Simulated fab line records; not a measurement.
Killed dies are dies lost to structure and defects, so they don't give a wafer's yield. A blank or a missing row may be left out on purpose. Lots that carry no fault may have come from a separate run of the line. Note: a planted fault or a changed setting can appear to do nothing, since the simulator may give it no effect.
Problem report in the 8D (eight disciplines) form, filled by code | flow sky130 | the parts of the form that need people (team, actions taken, sign-off) are left out

== 1. THE ISSUE ==
Mean LDD_LDN_OVL at SKY_LDD_LDN_OVL_MEAS_07: 191.7 nm over 6 wafers in 2 lots; fault-free wafers: -1.9 nm, standard deviation 1.2. So: +99 or more standard deviations from the usual mean.
First observed at day 28 02:43: wafer L835.1, on overlay-02. The record has a number at this step for 42 wafers belonging to 14 lots. Rule for "out", or "out of limits": more than 4 standard deviations from the usual mean. The other wafers with a number count as sound.

== 2. WHAT IT IS, WHAT IT ISN'T ==
question                    | is                     | is not
which readings at this step | LDD_LDN_OVL            | -
which lots                  | L835, L836             | L821, L822, L823, L824, L825, L826, L827, L833, L834, L837, L841, L842
which wafers of those lots  | all that have a number | -
read on which gauges        | overlay-02             | overlay-01
when                        | from day 28 02:43      | up to then (27 sound wafers); but 9 sound wafers of L837, L841, L842 came after

== 3. SUSPECTS, AND WHAT RULES EACH OUT ==
Counting: a tool at a process step up to the reading stays a suspect if it ran every lot that is out and no sound lot after the first of them.
- the gauge at SKY_LDD_LDN_OVL_MEAS_07: kept. All the wafers that are out were read on overlay-02, and no step on other tools shows them out.
- iline-stepper-01 at SKY_LDD_LDN_EXPOSE_04 (exposes mask LDNTM, target cd 700 nm): kept. It ran every lot that is out, first L835 (day 27 13:04), and no sound lot after that; its last sound lot up to then is L834 (day 27 07:44).
Left after counting: iline-stepper-01 at SKY_LDD_LDN_EXPOSE_04, overlay-02 at SKY_LDD_LDN_OVL_MEAS_07.

== 4. THE CAUSE (what the simulator had put in) ==
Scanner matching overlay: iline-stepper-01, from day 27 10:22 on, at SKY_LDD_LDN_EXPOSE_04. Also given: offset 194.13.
This tool is one of the 2 suspects left after counting.

== 5. SEQUENCE OF EFFECTS, ordered by route ==
Each row: a reading where the mean over the struck wafers with a number is more than 3 standard deviations away from the usual. Only readings for which the record gives a usual standard deviation are gone through. hours: the time from each lot's start at the first step in this table that gives one to its start at this step, as a median over the lots. sigmas: the change in usual standard deviations.
hours | step                    | reading     | usual   | on struck wafers | change | sigmas
0     | SKY_LDD_LDN_OVL_MEAS_07 | LDD_LDN_OVL | -1.9 nm | 191.7            | +193.6 | +99 or more

== 6. HOW IT WOULD HAVE BEEN CAUGHT EARLIER ==
The first out-of-limits reading at a measuring or inspecting step in this record came at day 28 02:43, 16 hours after the fault's start at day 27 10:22.
By day 28 02:43, every lot that is out (2) had started SKY_LDD_LDN_EXPOSE_04 on iline-stepper-01. Tool hold at that time: it would have spared none of them.
